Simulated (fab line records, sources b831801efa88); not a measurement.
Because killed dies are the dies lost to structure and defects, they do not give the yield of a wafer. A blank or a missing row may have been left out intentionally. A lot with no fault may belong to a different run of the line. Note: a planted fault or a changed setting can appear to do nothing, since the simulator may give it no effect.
A lot that was struck, set against a sound lot || flow sky130 || 15 out of 708 route steps
Sound: these wafers, L140.2, L140.3, L140.5. Wafers struck: L129.1, L129.4, L129.5. The cause comes at the end.
Order at every step that has rows: each side's tool, ch and its chambers, its first start. Under that, the readings that differ: sound wafers || struck wafers || difference of the means || sigmas: that difference in standard deviations of wafers without a fault.
alike: readings whose means differ by less than 2 such deviations, and words and numbers that are the same on both sides. not compared: withheld readings, readings that some wafer has no value for, bounds like >300 that may hide the same value, and numbers for which the record gives no deviation and whose values overlap.
A row with sigmas, a row that says differs or no value, or rows on one side alone: a step with any of these is where the two part. When numbers do not overlap yet have no deviation, they are printed without sigmas and do not part them. Lack of a reading on every wafer of one side parts them only where that side has two or more wafers.

first, 7 steps without rows for these wafers: SKY_METAL3_HMDS_06 (prime time 60 s); SKY_METAL3_COAT_07 (resist thk 60 nm); SKY_METAL3_COAT_08 (resist thk 1140 nm); SKY_METAL3_SOFTBAKE_09 (time 90 s); SKY_METAL3_EXPOSE_10 (exposes mask MM3, target cd 300 nm); SKY_METAL3_PEB_11; SKY_METAL3_DEVELOP_12 (develop time 60 s).
SKY_METAL3_CD_MEAS_13: the cd target is 300 nm.
  sound on cdSem-02 at day 45 10:49; struck on cdSem-01 at day 42 12:55
  alike: cdNm
SKY_METAL3_OVL_MEAS_14:
  sound on overlay-02 at day 45 10:56; struck on overlay-01 at day 42 13:02
  alike: METAL3_OVL
SKY_METAL3_DESCUM_15: chemistry O2, time 8 s.
  sound on rieMetal-04 ch 0,1, day 45 10:58; struck on rieMetal-04 ch 0,1, day 42 13:04
  alike: drypumpMotorCurrentA, oesProductAu
  not compared: rfHoursCounterH
SKY_METAL3_ETCH_16: etches BARC in N2/H2, stops on SiO2, time 88.2 s, target depth 60 nm.
  sound on rieMetal-04 ch 0,1, day 45 10:59; struck on rieMetal-04 ch 0,1, day 42 13:06
  alike: biasW, chamberPressureMTorr, drypumpMotorCurrentA, oesProductAu, throttleValvePct
  not compared: rfHoursCounterH
SKY_METAL3_ETCH_17: etches SiO2 in C4F8/O2/Ar, stops on TiN, time 3.9 s, target depth 15 nm.
  sound on rieDiel-02 ch 0,1, day 45 11:05; struck on rieDiel-04 ch 2,3, day 42 13:12
  alike: biasW, chamberPressureMTorr, oesProductAu
SKY_METAL3_METAL_ETCH_18: etches the open film in Cl2/BCl3, stops on SiO2, target depth 845 nm, time 183.1 s.
  sound on rieMetal-01 ch 0,1, day 45 11:07; struck on rieMetal-03 ch 0,1, day 42 13:13
  no value came back on the struck wafers for any of 5 readings (bcl3FlowSccm (sccm), biasW (W) and others); on the sound wafers bcl3FlowSccm (sccm) reads 30.04 29.98 30.18
{"reading": "model.KrF-thick_of_METAL3_COAT_08.thkNm (nm)", "sound": "527.3 530 526.4", "struck": "1074 1076 1077", "difference": "+548", "sigmas": ""}
{"reading": "model.SiO2_of_VIA2_HDPCVD_00.thkNm (nm)", "sound": "463.3 466 465.7", "struck": "490.1 491.9 489.3", "difference": "+25.4", "sigmas": ""}
  not compared: rfHoursCounterH
SKY_METAL3_STRIP_19: strips in O2/N2.
  sound on plasmaAsher-03 ch 0,1, day 45 11:17; struck on plasmaAsher-01 ch 0,1, day 42 13:24
{"reading": "oesProductAu (a.u.)", "sound": "0.503 0.510 0.504", "struck": "0.709 0.708 0.715", "difference": "+0.205", "sigmas": "+40"}
{"reading": "stripTimeToEndpointS (s)", "sound": "6.51 6.57 6.52", "struck": "11.83 11.86 11.86", "difference": "+5.32", "sigmas": "+89"}
  alike: drypumpMotorCurrentA
  not compared: rfHoursCounterH
then, 1 step without rows for these wafers: SKY_METAL3_STRIP_20 (strips in post etch residue remover, time 1200 s).

== WHERE THEY PART ==
First at SKY_METAL3_METAL_ETCH_18; last, within this record, at SKY_METAL3_STRIP_19.

WHY: what the simulator had put in
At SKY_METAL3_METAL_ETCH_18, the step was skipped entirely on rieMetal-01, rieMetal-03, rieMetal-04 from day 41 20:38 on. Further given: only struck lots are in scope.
